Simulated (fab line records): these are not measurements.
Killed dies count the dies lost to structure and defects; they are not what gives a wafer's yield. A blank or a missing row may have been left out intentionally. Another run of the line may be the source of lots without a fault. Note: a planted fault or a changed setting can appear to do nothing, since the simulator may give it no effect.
A struck lot beside a sound one ; flow sky130 ; 13 steps out of a route of 708
Sound: the wafers L112.2, L112.5, L112.6. Wafers struck: L119.2, L119.4, L119.5. The cause is named last.
At each step with rows: each side's tool, then ch and its chambers, then its first start. Under that, the readings that differ: sound wafers ; struck wafers ; difference of the means ; sigmas: that difference in standard deviations of wafers without a fault.
alike: readings whose means differ by less than 2 such deviations, and words and numbers that are the same on both sides. not compared: withheld readings, readings that some wafer has no value for, bounds like >300 that may hide the same value, and numbers for which the record gives no deviation and whose values overlap.
The two part at a step that has a row with sigmas, a row that says differs or no value, or rows on one side only. Numbers that have no deviation but don't overlap get no sigmas and don't part them. A reading that every wafer of one side lacks parts them only if that side has two wafers or more.

first, 5 steps without rows for these wafers: SKY_SONOS_TUNNEL_COAT_02 (resist thk 1140 nm); SKY_SONOS_TUNNEL_SOFTBAKE_03 (time 60 s); SKY_SONOS_TUNNEL_EXPOSE_04 (exposes mask TUNM, target cd 410 nm); SKY_SONOS_TUNNEL_PEB_05; SKY_SONOS_TUNNEL_DEVELOP_06 (develop time 60 s).
SKY_SONOS_TUNNEL_CD_MEAS_07: target cd 410 nm.
  sound on cd sem-01 at day 10 02:08; struck on cd sem-01 at day 11 16:56
  alike: cd nm
SKY_SONOS_TUNNEL_OVL_MEAS_08:
  sound on overlay-02 at day 10 02:14; struck on overlay-02 at day 11 17:02
  alike: SONOS_TUNNEL_OVL
then, 3 steps without rows for these wafers: SKY_SONOS_TUNNEL_IMPLANT_09; SKY_SONOS_TUNNEL_WET_ETCH_10 (etches SiO2 in dHF, target depth 14 nm, time 280 s); SKY_SONOS_TUNNEL_STRIP_11 (strips in SPM, time 600 s).
SKY_SONOS_TUNNEL_TW_MEAS_12:
  sound on film metro-02 at day 10 02:42; struck on film metro-02 at day 11 17:39
  alike: SONOS_TUNNEL_TW
then, 1 step without rows for these wafers: SKY_SONOS_TUNNEL_CLEAN_13 (cleans in dHF, time 20 s).
SKY_SONOS_ONO_OXIDATION_00: stabilise 600 s, purge 300 s, target thk 2.6 nm.
  struck on furnace-01, day 11 19:32; sound on furnace-01 ch 0, day 10 09:41
  no value came back on the struck wafers for ox temp c (C), ox temp c max, zone power upper pct (%); on the sound wafers ox temp c (C) reads 800.5 800.0 800.1

WHERE THEY PART
Within this record, at SKY_SONOS_ONO_OXIDATION_00 only.

WHY: what the simulator had put in
Step skipped in full: furnace-01, at SKY_SONOS_ONO_OXIDATION_00, from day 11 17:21 onward. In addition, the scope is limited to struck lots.
